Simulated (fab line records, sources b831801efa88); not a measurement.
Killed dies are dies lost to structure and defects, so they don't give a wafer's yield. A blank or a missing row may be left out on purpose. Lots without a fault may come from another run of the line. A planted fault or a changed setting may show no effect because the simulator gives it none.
One fault seen from 2 desks | flow sky130 | each desk has only its own numbers; what lay behind them comes last

THE METROLOGY DESK
What the gauges read, lot by lot, whatever tool the lot ran on: means of the sampled wafers that have a number. A lot is out of limits, marked OUT, if its mean lies more than 4 standard deviations from the usual mean; the brackets give that distance.
Columns: A = VT_ADJUST_NCORE_TW at SKY_VT_ADJUST_NCORE_TW_MEAS_11, usual 220.4
lot  | first seen here | A
L328 | day 8 20:55     | 221.2
L329 | day 9 02:29     | 219.0
L333 | day 10 09:04    | 218.1
L334 | day 10 14:58    | 219.8
L335 | day 10 22:10    | 221.3
L336 | day 11 08:41    | 221.6
L337 | day 11 10:19    | 220.4
L344 | day 13 10:56    | 219.3
L345 | day 13 17:34    | 221.0
L347 | day 14 07:23    | 221.0
L348 | day 14 16:47    | 221.0
L349 | day 14 21:07    | 219.9
This desk's finding: nothing out of limits on any of the 12 lots.

THE TOOL OWNER'S DESK: implanter-03
The tool's own readings at SKY_LDD_N_IMPLANT_13: means of the sampled wafers that have a number, for each lot that ran on this tool. A lot is out of limits, marked OUT, if its mean lies more than 4 standard deviations from the usual mean; the brackets give that distance.
Columns: A = dose_ions_cm2 at SKY_LDD_N_IMPLANT_13, usual 5e+12; B = tilt_deg at SKY_LDD_N_IMPLANT_13, usual 30.002 degrees
lot  | first seen here | A     | B
L328 | day 18 03:39    | 5e+12 | 29.990
L329 | day 18 07:52    | 5e+12 | 29.986
L333 | day 20 02:17    | 5e+12 | 30.006
L335 | day 20 20:13    | 5e+12 | -0.006 (-99 or more) OUT
L336 | day 21 04:32    | 5e+12 | -0.000 (-99 or more) OUT
L345 | day 24 05:22    | 5e+12 | 30.020
This desk's finding: out of limits on L335, L336; first on L335, day 20 20:13 (tilt_deg at SKY_LDD_N_IMPLANT_13). In limits: L328, L329, L333, L345.

PUT TOGETHER
The tool owner's desk could have raised an alarm at day 20 20:13, on L335, L336.
The metrology desk saw nothing out of limits.
The metrology desk has L335, L336 on record, within its limits.
Of the lots named, all ran SKY_LDD_N_IMPLANT_13 on implanter-03.

WHAT THE SIMULATOR HAD PUT IN
Process parameter drift: implanter-03, from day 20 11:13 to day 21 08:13, at SKY_LDD_N_IMPLANT_13. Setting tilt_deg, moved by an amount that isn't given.
Lots struck among those shown: L335, L336.
Hours from the fault's start to each desk's first reading out of limits: the tool owner's desk, 9.
